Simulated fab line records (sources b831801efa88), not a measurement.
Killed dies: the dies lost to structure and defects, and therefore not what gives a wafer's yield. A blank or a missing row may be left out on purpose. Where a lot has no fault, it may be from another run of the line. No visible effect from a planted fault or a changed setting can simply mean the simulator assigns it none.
A struck lot beside a sound one	flow gf180mcu	14 steps out of a route of 602
Sound: these wafers, L861.1, L861.2, L861.4. The struck wafers were L875.1, L875.3, L875.6. The cause is given at the end.
Per side, at each step with rows, come the tool, then ch with its chambers, and then its first start. Under that, the readings that differ: sound wafers	struck wafers	difference of the means	sigmas: that difference in standard deviations of wafers without a fault.
alike: readings whose means differ by less than 2 such deviations, and words and numbers that are the same on both sides. not compared: withheld readings, readings that some wafer has no value for, bounds like >300 that may hide the same value, and numbers for which the record gives no deviation and whose values overlap.
A row with sigmas, a row that says differs or no value, or rows on one side alone: a step with any of these is where the two part. Numbers that have no deviation but don't overlap get no sigmas and don't part them. A reading that every wafer of one side lacks parts them only if that side has two wafers or more.

first, 4 steps without rows for these wafers: GF_VT_IMPLANT_SOFTBAKE_14 (time 60 s); GF_VT_IMPLANT_EXPOSE_15 (exposes mask Nwell LV AREA, target cd 860 nm); GF_VT_IMPLANT_PEB_16; GF_VT_IMPLANT_DEVELOP_17 (develop time 60 s).
GF_VT_IMPLANT_OVL_MEAS_18:
  sound on overlay-02, day 6 05:38; struck on overlay-01, day 9 23:04
reading	sound	struck	difference	sigmas
VT_IMPLANT_01_OVL (nm)	-1.5 -1.6 -1.1	0.9 1.8 1.5	+2.8	+2
following that, these wafers have no rows for 1 step: GF_VT_IMPLANT_IMPLANT_19.
GF_VT_IMPLANT_STRIP_20: strips in O2/N2.
  sound on plasma_asher-02 ch 0,1, day 6 05:49; struck on plasma_asher-02 ch 0,1, day 9 23:16
  alike: drypump_motor_current_A, heater_power_w, oes_product_au, strip_time_to_endpoint_s
  not compared: rf_hours_counter_h
GF_VT_IMPLANT_TW_MEAS_21:
  sound on film_metro-04, day 6 05:55; struck on film_metro-03, day 9 23:22
  alike: VT_IMPLANT_2_TW
then, 4 steps without rows for these wafers: GF_VT_IMPLANT_DEHYDRATE_22 (time 60 s); GF_VT_IMPLANT_HMDS_23 (prime time 60 s); GF_VT_IMPLANT_COAT_24 (resist thk 1000 nm); GF_VT_IMPLANT_SOFTBAKE_25 (time 60 s).
GF_VT_IMPLANT_EXPOSE_26: exposes mask LVPWELL HV AREA, target cd 860 nm.
  struck on iline_stepper-02, day 10 08:16; sound on iline_stepper-02 ch 0, day 6 13:42
  no value came back on the struck wafers for exposure_dose_mJ_cm2, focus_offset_nm (nm); on the sound wafers exposure_dose_mJ_cm2 reads 140.02 139.95 140.14
reading	sound	struck	difference	sigmas
model.VT_IMPLANT.overlay_x_nm (nm)	-0.4964 -0.4964 -0.4964	0.6093 0.6093 0.6093	+1.1057	
model.VT_IMPLANT.overlay_y_nm (nm)	-0.3758 -0.3758 -0.3758	-0.6064 -0.6064 -0.6064	-0.2306	
  alike: mask
following that, these wafers have no rows for 1 step: GF_VT_IMPLANT_PEB_27.

## WHERE THEY PART
Earliest at GF_VT_IMPLANT_OVL_MEAS_18; latest, in this record, at GF_VT_IMPLANT_EXPOSE_26.

WHY: what had been put in by the simulator
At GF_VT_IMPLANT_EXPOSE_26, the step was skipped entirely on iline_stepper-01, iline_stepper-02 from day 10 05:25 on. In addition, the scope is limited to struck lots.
